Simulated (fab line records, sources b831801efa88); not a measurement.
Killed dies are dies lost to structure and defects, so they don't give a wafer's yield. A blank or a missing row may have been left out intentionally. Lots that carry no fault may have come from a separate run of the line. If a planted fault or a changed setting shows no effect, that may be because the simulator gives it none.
Which tool is to blame? -- flow gf180mcu -- 14 lots, 42 wafers sampled, at 5 steps of a route of 602

WHAT THE GAUGES SHOWED, per wafer
GF_STI_CD_MEAS_12: target cd 220 nm. Usual: cd nm reads 220.2 nm (standard deviation 1.1).
lot,measured,on,cd nm (nm),flag
L717,day 2 05:26,cd sem-01,219.7 219.7 221.1,
L718,day 2 08:40,cd sem-02,217.9 218.9 216.9,
L719,day 2 12:22,cd sem-01,220.4 220.7 220.6,
L720,day 2 16:26,cd sem-02,220.2 221.6 219.2,
L721,day 2 23:56,cd sem-01,220.6 220.5 220.3,
L724,day 3 13:54,cd sem-01,219.3 218.3 220.0,
L726,day 4 03:17,cd sem-01,218.7 217.9 219.7,
L727,day 4 05:29,cd sem-01,219.3 219.8 219.2,
L728,day 4 09:49,cd sem-01,219.8 221.3 219.9,
L729,day 4 15:33,cd sem-02,218.5 219.1 219.7,
L733,day 5 11:31,cd sem-01,222.1 221.8 221.5,
L734,day 5 17:35,cd sem-01,221.7 220.5 221.5,
L739,day 6 18:20,cd sem-01,221.9 220.7 221.1,
L740,day 6 23:09,cd sem-02,220.5 219.9 220.9,

GF_NWELL_TW_MEAS_11. Usual: for NWELL_TW the level is 1573 and the standard deviation is 13.
lot,measured,on,NWELL_TW,flag
L717,day 3 12:45,film metro-01,1576 1577 1577,
L718,day 3 15:56,film metro-03,1563 1567 1570,
L719,day 3 21:57,film metro-03,1556 1565 1567,
L720,day 4 02:38,film metro-02,1572 1574 1570,
L721,day 4 10:22,film metro-03,1560 1568 1573,
L724,day 4 21:18,film metro-02,1564 1566 1572,
L726,day 5 13:06,film metro-01,1585 1587 1588,
L727,day 5 14:38,film metro-01,1592 1589 1594,
L728,day 5 17:38,film metro-03,1548 1551 1555,
L729,day 6 02:20,film metro-02,1547 1567 1562,
L733,day 6 22:33,film metro-02,1488 1487 1491 1486 1497 1490,OFF
L734,day 7 04:34,film metro-03,1495 1486 1492 1492 1494 1489,OFF
L739,day 8 07:17,film metro-01,1589 1593 1586,
L740,day 8 12:43,film metro-03,1562 1567 1556,

GF_VT_IMPLANT_OVL_MEAS_29. Usual: for VT_IMPLANT_02_OVL the level is -1.5 nm and the standard deviation is 1.6.
lot,measured,on,VT_IMPLANT_02_OVL (nm),flag
L717,day 7 02:15,overlay-02,-1.0 -1.6 -2.0,
L718,day 7 05:01,overlay-01,-1.4 -2.1 -2.0,
L719,day 7 12:32,overlay-02,-4.6 -5.0 -2.4,
L720,day 7 18:35,overlay-01,-6.5 -7.4 -5.5,OFF
L721,day 8 03:56,overlay-02,-2.7 -1.2 0.6,
L724,day 8 16:08,overlay-02,-1.6 -1.1 0.6,
L726,day 9 11:08,overlay-01,0.4 -0.7 -0.5,
L727,day 9 15:40,overlay-02,-2.9 -1.5 -2.8,
L728,day 9 18:38,overlay-01,-0.3 0.3 0.0,
L729,day 10 03:40,overlay-01,-2.3 -2.3 -1.2,
L733,day 11 05:31,overlay-02,-2.7 -1.3 -2.9,
L734,day 11 13:04,overlay-02,1.2 -0.3 -0.9,
L739,day 12 22:15,overlay-01,1.2 -0.2 -0.6,
L740,day 13 03:04,overlay-01,-1.4 -2.5 -1.9,

EACH LOT AND THE TOOL THAT RAN IT (in order: tool; ch and the chambers of the sampled wafers; start)
lot,GF_NWELL_IMPLANT_09,GF_VT_IMPLANT_STRIP_20
L717,"implanter-03 ch 0, day 3 12:31","plasma asher-04 ch 0,1, day 6 11:17"
L718,"implanter-02 ch 0, day 3 15:44","plasma asher-03 ch 0,1, day 6 14:01"
L719,"implanter-02 ch 0, day 3 21:44","plasma asher-04 ch 0,1, day 6 21:19"
L720,"implanter-03 ch 0, day 4 02:23","plasma asher-04 ch 0,1, day 7 03:38"
L721,"implanter-02 ch 0, day 4 10:07","plasma asher-01 ch 0,1, day 7 11:56"
L724,"implanter-04 ch 0, day 4 21:04","plasma asher-03 ch 0,1, day 8 00:17"
L726,"implanter-02 ch 0, day 5 12:53","plasma asher-03 ch 0,1, day 8 18:49"
L727,"implanter-03 ch 0, day 5 14:24","plasma asher-01 ch 0,1, day 8 22:14"
L728,"implanter-02 ch 0, day 5 17:23","plasma asher-04 ch 0,1, day 9 01:14"
L729,"implanter-03 ch 0, day 6 02:06","plasma asher-03 ch 0,1, day 9 10:04"
L733,"implanter-03, day 6 22:19","plasma asher-04 ch 0,1, day 10 10:58"
L734,"implanter-03, day 7 04:19","plasma asher-04 ch 0,1, day 10 18:23"
L739,"implanter-03 ch 0, day 8 07:02","plasma asher-04 ch 0,1, day 12 02:34"
L740,"implanter-02 ch 0, day 8 12:28","plasma asher-03 ch 0,1, day 12 07:37"
- GF_NWELL_IMPLANT_09
- GF_VT_IMPLANT_STRIP_20: strips in O2/N2.

WHAT THE TOOLS THEMSELVES READ (means of the sampled wafers that have a number; where no wafer has one, the mark that the record gives instead)
GF_NWELL_IMPLANT_09. Usual: beam energy keV 160.00, standard deviation 0.046; beam on s 10.01 s, standard deviation 0.21; tilt deg 0.003 degrees, standard deviation 0.019.
lot,tool,beam energy keV,beam on s (s),tilt deg (degrees),flag
L717,implanter-03,159.99,9.94,0.001,
L718,implanter-02,159.98,9.99,-0.012,
L719,implanter-02,160.01,9.99,-0.012,
L720,implanter-03,159.98,10.14,0.009,
L721,implanter-02,160.01,9.89,-0.009,
L724,implanter-04,159.99,10.14,-0.006,
L726,implanter-02,160.05,9.89,-0.013,
L727,implanter-03,160.00,10.19,-0.010,
L728,implanter-02,159.91,9.98,0.014,
L729,implanter-03,159.95,9.88,0.037,
L733,implanter-03,-,-,-,OFF
L734,implanter-03,-,-,-,OFF
L739,implanter-03,160.00,10.05,0.003,
L740,implanter-02,159.97,10.01,-0.008,

GF_VT_IMPLANT_STRIP_20. Usual: chamber pressure mTorr 1499.9 mTorr, standard deviation 1.6; drypump motor current A 5.76 A, standard deviation 0.24; heater power w 329 W, standard deviation 35; oes product au 0.717 a.u., standard deviation 0.0047; strip time to endpoint s 12.61 s, standard deviation 0.032.
lot,tool,chamber pressure mTorr (mTorr),drypump motor current A (A),heater power w (W),oes product au (a.u.),strip time to endpoint s (s),flag
L717,plasma asher-04,1499.7,6.03,340,0.718,12.63,
L718,plasma asher-03,1499.3,5.54,327,0.714,12.62,
L719,plasma asher-04,1501.1,6.05,338,0.716,12.57,
L720,plasma asher-04,1500.1,6.03,341,0.717,12.59,
L721,plasma asher-01,1499.5,5.64,356,0.715,12.64,
L724,plasma asher-03,1498.8,5.52,327,0.716,12.59,
L726,plasma asher-03,1499.5,5.65,311,0.711,12.64,
L727,plasma asher-01,1500.0,5.66,323,0.714,12.61,
L728,plasma asher-04,1500.2,6.05,334,0.714,12.60,
L729,plasma asher-03,1500.4,5.64,307,0.714,12.61,
L733,plasma asher-04,1498.9,6.07,331,0.720,12.63,
L734,plasma asher-04,1500.9,6.03,331,0.713,12.59,
L739,plasma asher-04,1501.3,6.04,337,0.716,12.60,
L740,plasma asher-03,1500.0,5.65,306,0.719,12.60,

THE ANSWER, worked out from the rows above alone
Rule: a lot counts as off when the mean over its wafers that have a number is more than 3 standard deviations away from the usual mean. A lot without any number at a reading at which 4 lots or more have one is off too. All remaining lots with rows at the step are treated as sound. First the gauges in route order, then the tools' own readings, where a lot's mean is used as printed above. At the first step where some lot is off, the reading lying furthest off is the one used; lots without a number count as furthest.
Off: at GF_NWELL_TW_MEAS_11 (NWELL_TW), L733, L734.
If a tool, at a process step before that reading, ran all the lots that are off and no sound lot after the first of them, it fits. The gauges at GF_NWELL_TW_MEAS_11 aren't tried: what is off there is off at GF_NWELL_IMPLANT_09 too, on other tools, and a gauge's error can't cause that. None of those tried fits.

WHAT THE SIMULATOR PUT IN
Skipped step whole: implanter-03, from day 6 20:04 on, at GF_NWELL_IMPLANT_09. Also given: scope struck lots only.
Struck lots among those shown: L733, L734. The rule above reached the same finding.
